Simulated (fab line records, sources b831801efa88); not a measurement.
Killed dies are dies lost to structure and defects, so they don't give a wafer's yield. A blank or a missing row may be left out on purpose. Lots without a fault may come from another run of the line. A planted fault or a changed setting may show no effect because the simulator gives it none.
Which tool did it? | flow gf180mcu | 13 lots, 39 wafers sampled, at 5 steps of a route of 602

WHAT THE GAUGES READ, wafer by wafer
GF_VT_IMPLANT_TW_MEAS_10. Usual: VT_IMPLANT_TW 569, standard deviation 5.8.
lot  | measured     | on            | VT_IMPLANT_TW | flag
L302 | day 6 02:31  | film_metro-04 | 573 571 570   |
L303 | day 6 03:19  | film_metro-02 | 566 566 568   |
L305 | day 6 18:28  | film_metro-04 | 575 570 576   |
L306 | day 6 22:12  | film_metro-04 | 573 571 571   |
L308 | day 7 11:08  | film_metro-02 | 561 564 563   |
L309 | day 7 17:02  | film_metro-02 | 560 562 563   |
L312 | day 8 04:31  | film_metro-04 | 573 571 576   |
L316 | day 9 04:57  | film_metro-01 | 559 556 558   |
L320 | day 10 03:56 | film_metro-04 | 574 576 576   |
L321 | day 10 09:54 | film_metro-04 | 576 574 577   |
L323 | day 10 23:35 | film_metro-04 | 574 574 571   |
L324 | day 11 05:54 | film_metro-04 | 573 574 572   |
L325 | day 11 12:06 | film_metro-04 | 570 571 570   |

GF_VT_IMPLANT_RS_MEAS_47: measures by four-point-probe. Usual: NWELL_RS 487.8 ohm/sq, standard deviation 1.3.
lot  | measured     | on            | NWELL_RS (ohm/sq) | flag
L302 | day 8 01:08  | film_metro-01 | 488.0 488.9 489.2 |
L303 | day 8 03:06  | film_metro-01 | 487.9 487.6 487.6 |
L305 | day 8 18:23  | film_metro-03 | 490.2 487.9 489.6 |
L306 | day 8 23:26  | film_metro-03 | 488.1 487.2 488.3 |
L308 | day 9 12:38  | film_metro-03 | 487.5 487.2 486.1 |
L309 | day 9 19:20  | film_metro-01 | 488.8 490.3 488.8 |
L312 | day 10 07:19 | film_metro-01 | 480.0 478.0 478.6 | OFF
L316 | day 11 08:58 | film_metro-03 | 477.7 479.4 479.5 | OFF
L320 | day 12 11:38 | film_metro-01 | 486.8 487.1 488.1 |
L321 | day 12 17:56 | film_metro-03 | 489.7 490.6 490.2 |
L323 | day 13 08:23 | film_metro-03 | 488.0 486.9 488.0 |
L324 | day 13 16:08 | film_metro-01 | 485.6 486.3 485.6 |
L325 | day 13 22:09 | film_metro-02 | 488.4 487.4 487.7 |

GF_VT_IMPLANT_RS_MEAS_48: measures by four-point-probe. Usual: LVPWELL_RS 1198 ohm/sq, standard deviation 3.1.
lot  | measured     | on            | LVPWELL_RS (ohm/sq) | flag
L302 | day 8 01:16  | film_metro-01 | 1198 1200 1197      |
L303 | day 8 03:13  | film_metro-01 | 1197 1199 1199      |
L305 | day 8 18:30  | film_metro-03 | 1199 1198 1196      |
L306 | day 8 23:33  | film_metro-03 | 1203 1199 1200      |
L308 | day 9 12:46  | film_metro-03 | 1200 1199 1197      |
L309 | day 9 19:27  | film_metro-01 | 1195 1195 1198      |
L312 | day 10 07:26 | film_metro-01 | 1195 1198 1195      |
L316 | day 11 09:05 | film_metro-03 | 1197 1198 1197      |
L320 | day 12 11:45 | film_metro-01 | 1196 1193 1195      |
L321 | day 12 18:03 | film_metro-03 | 1204 1204 1202      |
L323 | day 13 08:31 | film_metro-03 | 1199 1201 1199      |
L324 | day 13 16:16 | film_metro-01 | 1202 1198 1202      |
L325 | day 13 22:16 | film_metro-02 | 1193 1196 1193      |

WHICH TOOL RAN EACH LOT (tool, then ch and the chambers of the sampled wafers, then the start)
lot  | GF_NWELL_IMPLANT_09            | GF_VT_IMPLANT_STRIP_31
L302 | implanter-01 ch 0, day 3 17:23 | plasma_asher-02 ch 0,1, day 7 08:35
L303 | implanter-01 ch 0, day 3 18:20 | plasma_asher-01 ch 0, day 7 10:21
L305 | implanter-01 ch 0, day 4 07:04 | plasma_asher-01 ch 0,1, day 8 02:10
L306 | implanter-01 ch 0, day 4 10:25 | plasma_asher-04 ch 1, day 8 05:58
L308 | implanter-03 ch 0, day 4 22:02 | plasma_asher-01 ch 0,1, day 8 19:41
L309 | implanter-01 ch 0, day 5 03:16 | plasma_asher-04 ch 0,1, day 9 02:38
L312 | implanter-01 ch 0, day 5 13:39 | plasma_asher-02 ch 0,1, day 9 14:09
L316 | implanter-01 ch 0, day 6 11:47 | plasma_asher-02 ch 0,1, day 10 14:28
L320 | implanter-03 ch 0, day 7 08:51 | plasma_asher-04 ch 0,1, day 11 15:48
L321 | implanter-02 ch 0, day 7 14:12 | plasma_asher-01 ch 0,1, day 11 22:19
L323 | implanter-02 ch 0, day 8 03:11 | plasma_asher-01 ch 0,1, day 12 13:21
L324 | implanter-02 ch 0, day 8 08:17 | plasma_asher-02 ch 0,1, day 12 20:18
L325 | implanter-01 ch 0, day 8 13:02 | plasma_asher-04 ch 0,1, day 13 02:02
- GF_NWELL_IMPLANT_09
- GF_VT_IMPLANT_STRIP_31: strips in O2/N2.

WHAT THE TOOLS THEMSELVES READ (means of the sampled wafers that have a number; where no wafer has one, the mark that the record gives instead)
GF_NWELL_IMPLANT_09. Usual: tilt_deg -0.007 degrees, standard deviation 0.022.
lot  | tool         | tilt_deg (degrees) | flag
L302 | implanter-01 | -0.005             |
L303 | implanter-01 | -0.007             |
L305 | implanter-01 | -0.025             |
L306 | implanter-01 | -0.014             |
L308 | implanter-03 | 0.023              |
L309 | implanter-01 | -0.029             |
L312 | implanter-01 | 3.990              | OFF
L316 | implanter-01 | 3.968              | OFF
L320 | implanter-03 | 0.006              |
L321 | implanter-02 | -0.013             |
L323 | implanter-02 | -0.005             |
L324 | implanter-02 | 0.013              |
L325 | implanter-01 | -0.009             |

GF_VT_IMPLANT_STRIP_31. Usual: drypump_motor_current_A 5.8 A, standard deviation 0.37; heater_power_w 344 W, standard deviation 19; oes_product_au 0.716 a.u., standard deviation 0.0046; strip_time_to_endpoint_s 12.65 s, standard deviation 0.039.
lot  | tool            | drypump_motor_current_A (A) | heater_power_w (W) | oes_product_au (a.u.) | strip_time_to_endpoint_s (s) | flag
L302 | plasma_asher-02 | 5.5                         | 324                | 0.715                 | 12.66                        |
L303 | plasma_asher-01 | 6.4                         | 353                | 0.712                 | 12.66                        |
L305 | plasma_asher-01 | 6.4                         | 365                | 0.716                 | 12.68                        |
L306 | plasma_asher-04 | 5.9                         | 345                | 0.711                 | 12.63                        |
L308 | plasma_asher-01 | 6.4                         | 368                | 0.717                 | 12.66                        |
L309 | plasma_asher-04 | 5.8                         | 351                | 0.719                 | 12.69                        |
L312 | plasma_asher-02 | 5.5                         | 329                | 0.710                 | 12.65                        |
L316 | plasma_asher-02 | 5.5                         | 329                | 0.715                 | 12.72                        |
L320 | plasma_asher-04 | 5.8                         | 344                | 0.711                 | 12.56                        |
L321 | plasma_asher-01 | 6.4                         | 369                | 0.714                 | 12.64                        |
L323 | plasma_asher-01 | 6.4                         | 372                | 0.720                 | 12.70                        |
L324 | plasma_asher-02 | 5.4                         | 324                | 0.721                 | 12.62                        |
L325 | plasma_asher-04 | 5.8                         | 345                | 0.717                 | 12.65                        |

THE ANSWER, worked out from the rows above alone
Rule: a lot is off if the mean of its wafers that have a number lies more than 3 standard deviations from the usual mean. A lot without any number at a reading at which 4 lots or more have one is off too. The other lots that the step has rows for count as sound. The gauges are gone through in route order, then the tools' own readings, and for those a lot's mean is taken as printed above. The first step at which some lot is off is used, and at that step the reading that is off furthest; a lot without a number counts as furthest.
Off: L312, L316, at GF_VT_IMPLANT_RS_MEAS_47 (NWELL_RS).
A tool fits if, at a process step before that reading, it ran every lot that is off, and no sound lot after the first of them. The gauges at GF_VT_IMPLANT_RS_MEAS_47 aren't tried: what is off there is off at GF_NWELL_IMPLANT_09 too, on other tools, and a gauge's error can't cause that. None of those tried fits.

WHAT THE SIMULATOR HAD PUT IN
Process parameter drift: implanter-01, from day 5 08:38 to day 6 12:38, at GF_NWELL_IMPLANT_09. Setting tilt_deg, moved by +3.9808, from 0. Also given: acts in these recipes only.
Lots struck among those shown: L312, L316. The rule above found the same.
